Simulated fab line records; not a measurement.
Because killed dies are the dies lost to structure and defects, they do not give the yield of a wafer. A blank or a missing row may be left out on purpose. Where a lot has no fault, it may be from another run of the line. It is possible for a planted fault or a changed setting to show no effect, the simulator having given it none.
A lot that was struck, set against a sound lot | flow sky130 | 16 steps out of a route of 708
Sound: wafers L714.1, L714.3, L714.4. Wafers L711.3, L711.5, L711.6 were the ones struck. The cause comes at the end.
Order at every step that has rows: each side's tool, ch and its chambers, its first start. Under that, the readings that differ: sound wafers | struck wafers | difference of the means | sigmas: that difference in standard deviations of wafers without a fault.
alike: a reading whose means differ by less than 2 such deviations, as well as words and numbers matching on both sides. not compared: withheld readings; readings where some wafer has no value; bounds like >300 that might hide an equal value; numbers whose values overlap and for which the record gives no deviation.
A row with sigmas, a row that says differs or no value, or rows on one side alone: a step with any of these is where the two part. Numbers that have no deviation but don't overlap get no sigmas and don't part them. Lack of a reading on every wafer of one side parts them only where that side has two or more wafers.

first, 3 steps without rows for these wafers: SKY_METAL2_EXPOSE_12 (exposes mask MM2, target cd 140 nm); SKY_METAL2_PEB_13; SKY_METAL2_DEVELOP_14 (develop time 60 s).
SKY_METAL2_CD_MEAS_15: the cd target is 140 nm.
  sound: cd_sem-01 at day 39 03:11; struck: cd_sem-01 at day 38 06:41
  alike: cd_nm
SKY_METAL2_OVL_MEAS_16:
  sound: overlay-01 at day 39 03:19; struck: overlay-01 at day 38 06:46
  alike: METAL2_OVL
SKY_METAL2_DESCUM_17: chemistry O2, time 8 s.
  sound on rie_metal-02 ch 0,1, day 39 03:21; struck on rie_metal-03 ch 1, day 38 06:49
  reading               | sound             | struck            | difference | sigmas
  oes_product_au (a.u.) | 1.005 0.996 0.989 | 1.021 1.018 1.022 | +0.024     | +2
  alike: chamber_pressure_mTorr, drypump_motor_current_A
  not compared: rf_hours_counter_h
SKY_METAL2_ETCH_18: etches BARC in N2/H2, stops on SiO2, time 45.9 s, target depth 60 nm.
  sound on rie_metal-02 ch 0,1, day 39 03:23; struck on rie_metal-03 ch 1, day 38 06:54
  alike: chamber_pressure_mTorr, drypump_motor_current_A, oes_product_au, throttle_valve_pct
  not compared: rf_hours_counter_h
SKY_METAL2_METAL_ETCH_19: etches the open film in Cl2/BCl3, stops on SiO2, target depth 360 nm, time 78 s.
  sound on rie_metal-02 ch 0,1, day 39 03:26; struck on rie_metal-03 ch 1, day 38 07:03
  alike: chamber_pressure_mTorr, drypump_motor_current_A, oes_product_au, throttle_valve_pct
  not compared: rf_hours_counter_h
SKY_METAL2_STRIP_20: strips in O2/N2.
  sound on plasma_asher-03 ch 0,1, day 39 03:32; struck on plasma_asher-03 ch 0,1, day 38 07:12
  alike: chamber_pressure_mTorr, drypump_motor_current_A, oes_product_au, strip_time_to_endpoint_s
  not compared: rf_hours_counter_h
then, 3 steps without rows for these wafers: SKY_METAL2_STRIP_21 (strips in post etch residue remover, time 1200 s); SKY_METAL2_CLEAN_22 (cleans in IPA, time 180 s); SKY_METAL2_CLEAN_23 (cleans in O3/DIW).
SKY_VIA2_HDPCVD_00: deposits SiO2, target thk 1180 nm, time 196.7 s.
  sound on hdpcvd-01 ch 0,1, day 39 04:08; struck on hdpcvd-02 ch 0,2, day 38 07:46
  reading                                  | sound             | struck            | difference | sigmas
  sih4_flow_sccm (sccm)                    | 59.81 60.13 59.98 | 89.85 89.96 89.77 | +29.89     | +99 or more
  model.SiO2_of_VIA2_HDPCVD_00.thk_nm (nm) | 1165 1163 1177    | 1773 1772 1774    | +605       |
  alike: pressure_mtorr, susceptor_temp_C
SKY_VIA2_THK_MEAS_01:
  sound: film_metro-04 at day 39 04:16; struck: film_metro-04 at day 38 07:55
  reading              | sound          | struck         | difference | sigmas
  VIA2_HDPCVD_THK (nm) | 1166 1163 1177 | 1772 1773 1774 | +604       | +55
SKY_VIA2_CMP_02: polishes SiO2.
  sound on cmp-02 ch 0,1,3, day 39 04:22; struck on cmp-02 ch 0,3, day 38 08:00
  alike: motor_current_A
next, for these wafers, 1 step has no rows: SKY_PAD_OPEN_PROBE_99.

== WHERE THEY PART ==
First at SKY_METAL2_DESCUM_17; last, within this record, at SKY_VIA2_THK_MEAS_01. Later steps at which nothing parts them and some readings are alike: SKY_VIA2_CMP_02.

WHY: the cause the simulator had injected
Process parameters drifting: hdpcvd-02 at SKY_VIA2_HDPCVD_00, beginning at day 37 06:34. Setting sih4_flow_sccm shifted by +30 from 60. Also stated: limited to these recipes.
